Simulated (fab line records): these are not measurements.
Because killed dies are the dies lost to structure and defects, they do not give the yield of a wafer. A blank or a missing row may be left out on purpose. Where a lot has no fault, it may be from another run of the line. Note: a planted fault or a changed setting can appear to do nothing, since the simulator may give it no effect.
fab line records	flow gf180mcu
record: lots: 14	wafers: 42	last-day: 34
route steps=602 shown V1@357 M2@373 V2@384
lots that met no fault: taken from a fault-free run of the same line
start-h: hours from the record's opening day to when the first of the lot's shown wafers began	wait-h: hours from the lot's prior step to this one	" unchanged from the row above	L1.1+2: a row that stands for several wafers	- no value, or no start was given	* or withheld: withheld	< > ~ a bound
route shown NAME@n: NAME is a module with steps in the file, n the number in the route of the first one	usual: mean and standard deviation over wafers with no fault	same: alike in all rows	chamber/n: place in a boat	sites: the reading at each site	_std_site: standard deviation of those values	_edge_site: the outer-site mean with the inner-site mean subtracted	radius-mm: for every site, how far away it sits from the centre of the wafer	mask NAME#n: copy n	behind: the tool/chamber that last shaped the wafer	hold: why the lot went on hold/how many hours it stayed there/how the hold came to an end	device: the transistor (n, p or np) that didn't switch	end of line: at the end of the route, the tests of the same wafers	where a step has no rows: the recipe by itself	killed: the dies lost at the first sort to structure and to defects; this is not the yield of the wafer	map: shows each die of a wafer: x if killed, . if not, _ if none is there
set.NAME: setting as actually run; set.NAME@STEP: the setting as run at that earlier step	model.NAME: the simulator's own value behind a step, which no gauge read
the route's steps for a sample of lots (tables are steps, rows are wafers)
services: the hour from which a tool's chamber was out of use, counted from the record's first day as start-h (under 0 if before that day), plus the number of hours and why
== steps ==
step: GF_V1_SPUTTER_22
recipe: material: TiN	target-thk-nm: 10	chamber-pressure-pa: 5	power-w: 4000	time-s: 40
usual: chamber-pressure-pa: 5.000/0.011	throttle-valve-pct: 29.5/0.72
lot.wafer	tool	chamber	start-h	wait-h	chamber-pressure-pa	throttle-valve-pct
L869.2	pvd-sputter-04	-	403.43	0.0	4.991	28.8
L869.4	"	-	"	"	5.010	29.1
L869.6	"	-	"	"	4.985	29.8
L870.1	pvd-sputter-03	-	413.84	0.0	4.990	30.5
L870.3	"	-	"	"	4.997	28.8
L870.6	"	-	"	"	5.001	30.5
L871.3	pvd-sputter-02	-	432.69	0.0	5.002	29.7
L871.5	"	-	"	"	5.010	30.6
L871.6	"	-	"	"	5.010	28.9
L873.2	pvd-sputter-03	-	451.74	0.0	5.000	28.8
L873.5	"	-	"	"	4.985	30.7
L873.6	"	-	"	"	5.011	29.3
L875.2	pvd-sputter-04	-	472.91	0.0	4.971	29.7
L875.4	"	-	"	"	5.002	29.1
L875.6	"	-	"	"	5.002	28.7
L876.1	pvd-sputter-04	-	487.79	0.0	5.003	30.0
L876.2	"	-	"	"	5.001	28.8
L876.5	"	-	"	"	5.015	28.5
L877.2	pvd-sputter-03	-	487.91	0.0	5.001	29.8
L877.3	"	-	"	"	4.986	30.7
L877.4	"	-	"	"	5.008	28.5
L878.1	pvd-sputter-02	-	493.31	0.0	4.988	29.2
L878.4	"	-	"	"	4.998	29.9
L878.5	"	-	"	"	4.986	29.4
L879.1	pvd-sputter-02	-	501.44	0.0	5.009	29.1
L879.4	"	-	"	"	4.976	30.7
L879.5	"	-	"	"	5.006	28.7
L883.1	pvd-sputter-04	-	536.05	0.0	5.015	28.9
L883.3	"	-	"	"	5.016	29.9
L883.6	"	-	"	"	5.003	29.8
L885.3	pvd-sputter-02	-	556.19	0.0	4.985	30.8
L885.5	"	-	"	"	4.994	28.5
L885.6	"	-	"	"	4.996	29.6
L890.1	pvd-sputter-04	-	594.08	0.0	5.015	29.5
L890.4	"	-	"	"	5.002	30.0
L890.6	"	-	"	"	5.005	28.8
L891.1	pvd-sputter-02	-	598.37	0.0	5.022	29.7
L891.4	"	-	"	"	4.996	30.4
L891.5	"	-	"	"	5.026	30.0
L892.2	pvd-sputter-03	-	600.71	0.0	5.003	29.8
L892.3	"	-	"	"	5.009	30.6
L892.4	"	-	"	"	4.992	28.9
step: GF_V1_RS_MEAS_24
recipe: thk-meas-gauge: four-point-probe	reads: W_of_V1_CVD_23+TiN_of_V1_SPUTTER_22+Ti_of_V1_SPUTTER_21
usual: V1_W_RS: 0.328/0.0037
lot.wafer	tool	chamber	start-h	wait-h	V1_W_RS[ohm/sq]
L869.2	film-metro-02	-	403.61	0.1	0.327
L869.4	"	-	"	"	0.332
L869.6	"	-	"	"	0.325
L870.1	film-metro-02	-	414.00	0.1	0.326
L870.3	"	-	"	"	0.329
L870.6	"	-	"	"	0.328
L871.3	film-metro-04	-	432.88	0.1	0.328
L871.5	"	-	"	"	0.323
L871.6	"	-	"	"	0.332
L873.2	film-metro-01	-	451.91	0.1	0.325
L873.5	"	-	"	"	0.324
L873.6	"	-	"	"	0.328
L875.2	film-metro-02	-	473.08	0.1	0.328
L875.4	"	-	"	"	0.325
L875.6	"	-	"	"	0.323
L876.1	film-metro-04	-	487.94	0.1	0.327
L876.2	"	-	"	"	0.334
L876.5	"	-	"	"	0.328
L877.2	film-metro-02	-	488.08	0.1	0.323
L877.3	"	-	"	"	0.324
L877.4	"	-	"	"	0.320
L878.1	film-metro-01	-	493.46	0.1	0.327
L878.4	"	-	"	"	0.333
L878.5	"	-	"	"	0.332
L879.1	film-metro-04	-	501.59	0.1	0.327
L879.4	"	-	"	"	0.328
L879.5	"	-	"	"	0.336
L883.1	film-metro-04	-	536.20	0.1	0.333
L883.3	"	-	"	"	0.332
L883.6	"	-	"	"	0.329
L885.3	film-metro-04	-	556.38	0.1	0.328
L885.5	"	-	"	"	0.333
L885.6	"	-	"	"	0.327
L890.1	film-metro-02	-	594.23	0.1	0.329
L890.4	"	-	"	"	0.329
L890.6	"	-	"	"	0.322
L891.1	film-metro-04	-	598.52	0.1	0.333
L891.4	"	-	"	"	0.327
L891.5	"	-	"	"	0.324
L892.2	film-metro-01	-	600.88	0.1	0.322
L892.3	"	-	"	"	0.329
L892.4	"	-	"	"	0.325
step: GF_M2_EXPOSE_11
recipe: mask-id: Metal2	target-cd-nm: 280	na: 0.68	source-shape: conventional	sigma-outer: 0.6	dose-mj: 28
usual: exposure-dose-mJ-cm2: 28.13/0.11	reticle-temp-C: 22.97/0.11
lot.wafer	tool	chamber	start-h	wait-h	mask	exposure-dose-mJ-cm2	reticle-temp-C
L869.2	krf-scanner-02	0	416.08	-	Metal2#0	28.23	23.01
L869.4	"	0	"	"	Metal2#0	28.17	22.91
L869.6	"	0	"	"	Metal2#0	28.18	22.91
L870.1	krf-scanner-02	0	426.71	-	Metal2#0	28.22	22.76
L870.3	"	0	"	"	Metal2#0	28.19	22.81
L870.6	"	0	"	"	Metal2#0	28.24	22.87
L871.3	krf-scanner-01	0	445.83	-	Metal2#0	27.99	23.13
L871.5	"	0	"	"	Metal2#0	27.95	23.21
L871.6	"	0	"	"	Metal2#0	27.94	23.02
L873.2	krf-scanner-02	0	464.68	-	Metal2#0	28.20	23.10
L873.5	"	0	"	"	Metal2#0	28.20	23.13
L873.6	"	0	"	"	Metal2#0	28.15	23.15
L875.2	krf-scanner-02	0	486.41	-	Metal2#0	28.28	22.96
L875.4	"	0	"	"	Metal2#0	28.24	23.07
L875.6	"	0	"	"	Metal2#0	28.27	23.01
L876.1	krf-scanner-01	0	500.65	-	Metal2#0	27.98	23.18
L876.2	"	0	"	"	Metal2#0	28.03	23.06
L876.5	"	0	"	"	Metal2#0	28.00	23.13
L877.2	krf-scanner-02	0	501.27	-	Metal2#0	28.19	22.86
L877.3	"	0	"	"	Metal2#0	28.21	23.08
L877.4	"	0	"	"	Metal2#0	28.19	22.76
L878.1	krf-scanner-01	0	506.19	-	Metal2#0	27.98	23.00
L878.4	"	0	"	"	Metal2#0	28.04	23.00
L878.5	"	0	"	"	Metal2#0	28.02	22.89
L879.1	krf-scanner-01	0	513.81	-	Metal2#0	20.88	22.99
L879.4	"	0	"	"	Metal2#0	20.90	22.97
L879.5	"	0	"	"	Metal2#0	20.84	22.91
L883.1	krf-scanner-02	0	548.21	-	Metal2#0	28.18	22.91
L883.3	"	0	"	"	Metal2#0	28.21	22.98
L883.6	"	0	"	"	Metal2#0	28.16	22.99
L885.3	krf-scanner-01	0	568.41	-	Metal2#0	22.29	22.66
L885.5	"	0	"	"	Metal2#0	22.26	22.90
L885.6	"	0	"	"	Metal2#0	22.29	22.93
L890.1	krf-scanner-02	0	605.10	-	Metal2#0	28.19	23.01
L890.4	"	0	"	"	Metal2#0	28.22	22.96
L890.6	"	0	"	"	Metal2#0	28.17	22.92
L891.1	krf-scanner-02	0	609.39	-	Metal2#0	28.16	22.95
L891.4	"	0	"	"	Metal2#0	28.18	23.01
L891.5	"	0	"	"	Metal2#0	28.19	22.92
L892.2	krf-scanner-02	0	612.45	-	Metal2#0	28.23	23.13
L892.3	"	0	"	"	Metal2#0	28.23	22.95
L892.4	"	0	"	"	Metal2#0	28.21	23.03
step: GF_M2_CD_MEAS_14
recipe: target-cd-nm: 280
usual: cd-nm: 279.9/1.1
lot.wafer	tool	chamber	start-h	wait-h	hold	cd-nm
L869.2	cd-sem-02	-	428.40	0.1	-	280.3
L869.4	"	-	"	"	-	279.9
L869.6	"	-	"	"	-	279.9
L870.1	cd-sem-02	-	438.51	0.1	-	278.9
L870.3	"	-	"	"	-	278.9
L870.6	"	-	"	"	-	280.1
L871.3	cd-sem-02	-	457.73	0.1	-	280.7
L871.5	"	-	"	"	-	280.6
L871.6	"	-	"	"	-	280.2
L873.2	cd-sem-01	-	477.01	0.1	-	280.6
L873.5	"	-	"	"	-	280.9
L873.6	"	-	"	"	-	280.4
L875.2	cd-sem-02	-	498.33	0.1	-	280.3
L875.4	"	-	"	"	-	280.0
L875.6	"	-	"	"	-	279.5
L876.1	cd-sem-02	-	512.58	0.1	-	280.7
L876.2	"	-	"	"	-	280.4
L876.5	"	-	"	"	-	279.8
L877.2	cd-sem-01	-	513.06	0.1	-	279.8
L877.3	"	-	"	"	-	279.8
L877.4	"	-	"	"	-	280.5
L878.1	cd-sem-02	-	517.41	0.1	-	279.8
L878.4	"	-	"	"	-	278.7
L878.5	"	-	"	"	-	279.7
L879.1	cd-sem-01	-	524.76	0.1	await-dispo/0.2h/release	324.6
L879.4	"	-	"	"	await-dispo/0.2h/release	325.8
L879.5	"	-	"	"	await-dispo/0.2h/release	324.2
L879.1	cd-sem-01	-	525.05	0.3	-	324.4
L879.4	"	-	"	"	-	325.6
L879.5	"	-	"	"	-	323.4
L883.1	cd-sem-01	-	558.78	0.1	-	283.0
L883.3	"	-	"	"	-	281.9
L883.6	"	-	"	"	-	281.0
L885.3	cd-sem-01	-	578.65	0.1	await-dispo/0.2h/release	312.3
L885.5	"	-	"	"	await-dispo/0.2h/release	312.7
L885.6	"	-	"	"	await-dispo/0.2h/release	313.4
L885.3	cd-sem-01	-	578.94	0.3	-	312.3
L885.5	"	-	"	"	-	313.1
L885.6	"	-	"	"	-	313.6
L890.1	cd-sem-01	-	614.94	0.1	-	280.4
L890.4	"	-	"	"	-	279.0
L890.6	"	-	"	"	-	279.7
L891.1	cd-sem-02	-	619.81	0.1	-	281.3
L891.4	"	-	"	"	-	281.0
L891.5	"	-	"	"	-	280.5
L892.2	cd-sem-01	-	623.20	0.1	-	281.3
L892.3	"	-	"	"	-	281.5
L892.4	"	-	"	"	-	282.0
step: GF_V2_CVD_02
recipe: material: SiO2	target-thk-nm: 850	precursor: TEOS	temp-c: 400	time-s: 94.851	rf-w: 600
usual: heater-power-w: 677/100	susceptor-temp-C: 400.00/0.21
lot.wafer	tool	chamber	start-h	wait-h	heater-power-w	susceptor-temp-C
L869.2	pecvd-02	0	429.38	0.0	699	399.95
L869.4	"	0	"	"	737	400.23
L869.6	"	1	"	"	701	400.05
L870.1	pecvd-04	1	439.45	0.1	615	399.89
L870.3	"	2	"	"	616	399.83
L870.6	"	2	"	"	649	400.01
L871.3	pecvd-02	2	458.65	0.0	711	400.03
L871.5	"	2	"	"	555	399.96
L871.6	"	1	"	"	577	399.96
L873.2	pecvd-03	2	477.92	0.0	713	400.20
L873.5	"	0	"	"	598	399.95
L873.6	"	2	"	"	557	400.05
L875.2	pecvd-04	0	499.25	0.0	905	400.06
L875.4	"	2	"	"	632	400.20
L875.6	"	0	"	"	968	400.22
L876.1	pecvd-02	2	513.54	0.1	676	399.96
L876.2	"	0	"	"	697	400.38
L876.5	"	0	"	"	786	400.08
L877.2	pecvd-03	2	514.13	0.0	571	400.06
L877.3	"	1	"	"	672	399.82
L877.4	"	1	"	"	685	399.75
L878.1	pecvd-03	2	518.45	0.1	712	399.74
L878.4	"	2	"	"	547	399.93
L878.5	"	0	"	"	591	399.95
L879.1	pecvd-02	0	527.54	0.1	711	399.96
L879.4	"	1	"	"	574	399.73
L879.5	"	2	"	"	655	400.28
L883.1	pecvd-02	2	559.75	0.1	646	400.29
L883.3	"	0	"	"	750	400.01
L883.6	"	1	"	"	702	399.47
L885.3	pecvd-04	2	588.04	0.0	628	400.00
L885.5	"	2	"	"	513	400.23
L885.6	"	1	"	"	668	399.94
L890.1	pecvd-02	0	616.30	0.1	748	400.01
L890.4	"	2	"	"	646	399.68
L890.6	"	1	"	"	584	399.99
L891.1	pecvd-04	2	620.82	0.1	568	399.95
L891.4	"	0	"	"	883	400.11
L891.5	"	2	"	"	617	399.96
L892.2	pecvd-04	2	624.14	0.0	641	400.15
L892.3	"	0	"	"	796	400.10
L892.4	"	0	"	"	865	400.12
== services ==
tool	chamber	start-h	hours	kind
pvd-sputter-02	-	393.99	6.8	repair
krf-scanner-02	-	399.85	0.8	pm
krf-scanner-01	-	404.60	0.8	pm
pecvd-04	-	406.21	1.6	repair
krf-scanner-01	-	412.03	0.3	repair
krf-scanner-01	-	444.25	1.0	pm
krf-scanner-02	-	503.67	1.3	pm
pvd-sputter-02	-	508.32	3.8	repair
pecvd-02	1	511.07	10.5	repair
pecvd-04	0	511.71	9.8	repair
krf-scanner-02	-	513.24	0.6	repair
krf-scanner-01	-	514.11	10.3	repair
krf-scanner-01	-	524.41	1.3	pm
krf-scanner-02	-	528.91	0.2	repair
pvd-sputter-04	-	542.78	23.0	repair
krf-scanner-02	-	545.69	1.0	pm
pecvd-04	-	546.75	0.4	repair
krf-scanner-02	-	564.24	4.0	pm
krf-scanner-01	-	565.37	0.4	repair
krf-scanner-02	-	568.65	0.8	pm
krf-scanner-01	-	573.40	0.8	pm
pecvd-02	1	600.98	3.0	repair
pecvd-02	2	606.82	4.1	repair
krf-scanner-02	-	621.83	0.2	repair
== key ==
first-sign: step: GF_M2_EXPOSE_11	reading: exposure-dose-mJ-cm2	direction: down	sigmas: 60	usual: 28.13	struck: 21.58
effect: step: GF_M2_CD_MEAS_14	reading: visit	direction: added	through: control-loop
effect: step: GF_M2_CD_MEAS_14	reading: cd-nm	direction: up	sigmas: 37	usual: 279.9	struck: 318.8	through: control-loop
met-at GF_M2_EXPOSE_11
struck-lots L879,L885
sort-left-out L879.1,L879.4,L879.5,L885.3,L885.5,L885.6
loop-trim: step: GF_M2_EXPOSE_11	setting: dose	lots: L885
not-acting-at GF_V1_SPUTTER_22,GF_V1_RS_MEAS_24,GF_V2_CVD_02
onset-between 506.19 513.81
fault: kind: process-parameter-drift	tool: krf-scanner-01	chamber: -	onset-h: 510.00	steps: GF_M2_EXPOSE_11	channel: dose-mj	offset: -7.1136	shape: step	acts-in: these-recipes-only	stated: 28
sort-left-out: the simulated sort isn't trusted on such a fault, so these wafers' sort isn't shown, and their yield isn't known
loop-trim: a control loop set the setting to another value than it would have without faults
